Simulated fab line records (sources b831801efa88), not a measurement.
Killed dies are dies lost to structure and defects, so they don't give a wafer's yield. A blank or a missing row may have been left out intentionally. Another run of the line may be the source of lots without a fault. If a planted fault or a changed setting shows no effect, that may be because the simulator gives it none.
Chamber matching :: flow gf180mcu :: GF_V4_ETCH_16 on rieDiel-01: 4 sister chambers
The step etches BARC in N2/H2. 8 wafers are shown with their chamber, then 8 later ones without.

== EACH WAFER AND ITS CHAMBER ==
wafer: L413.5
chamber: 3
drypumpMotorCurrentA (A): 5.9
throttleValvePct (%): 13.230

wafer: L413.6
chamber: 0
drypumpMotorCurrentA (A): 6.4
throttleValvePct (%): 13.213

wafer: L417.6
chamber: 3
drypumpMotorCurrentA (A): 5.9
throttleValvePct (%): 13.226

wafer: L418.6
chamber: 1
drypumpMotorCurrentA (A): 5.3
throttleValvePct (%): 13.231

wafer: L426.3
chamber: 2
drypumpMotorCurrentA (A): 5.4
throttleValvePct (%): 13.220

wafer: L426.4
chamber: 2
drypumpMotorCurrentA (A): 5.4
throttleValvePct (%): 13.219

wafer: L426.5
chamber: 0
drypumpMotorCurrentA (A): 6.3
throttleValvePct (%): 13.238

wafer: L429.2
chamber: 1
drypumpMotorCurrentA (A): 5.3
throttleValvePct (%): 13.222

== WAFERS WITH NO CHAMBER GIVEN ==
wafer: L429.4
drypumpMotorCurrentA (A): 5.4
throttleValvePct (%): 13.231

wafer: L429.6
drypumpMotorCurrentA (A): 6.4
throttleValvePct (%): 13.233

wafer: L430.2
drypumpMotorCurrentA (A): 5.4
throttleValvePct (%): 13.209

wafer: L430.3
drypumpMotorCurrentA (A): 5.3
throttleValvePct (%): 13.236

wafer: L430.4
drypumpMotorCurrentA (A): 6.4
throttleValvePct (%): 13.224

wafer: L433.2
drypumpMotorCurrentA (A): 6.4
throttleValvePct (%): 13.228

wafer: L433.4
drypumpMotorCurrentA (A): 5.3
throttleValvePct (%): 13.244

wafer: L433.5
drypumpMotorCurrentA (A): 5.9
throttleValvePct (%): 13.233

== WHICH CHAMBER EACH WENT THROUGH ==
wafer: L429.4
from the rows above: can't be placed: 2 or 1
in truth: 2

wafer: L429.6
from the rows above: 0
in truth: 0

wafer: L430.2
from the rows above: 2
in truth: 2

wafer: L430.3
from the rows above: 1
in truth: 1

wafer: L430.4
from the rows above: 0
in truth: 0

wafer: L433.2
from the rows above: 0
in truth: 0

wafer: L433.4
from the rows above: can't be placed: 1 or 2
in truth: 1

wafer: L433.5
from the rows above: 3
in truth: 3
Placed correctly: 6 of 8. Not placeable from these rows: 2 (in 2, the candidates include the true chamber). Wrongly placed: 0.
How it was worked out, from the rows above alone: a wafer's distance from a chamber is the root of the sum, over the readings, of the square of ((its reading less the chamber's mean) divided by the reading's scatter). If the next closest chamber is less than 2 further off than the closest, the wafer can't be placed; otherwise it belongs to the closest. A chamber's mean is the mean of its shown wafers. The scatter: the root of (the sum of the squares of (reading less its chamber's mean) over the shown wafers, divided by (wafers less chambers)).
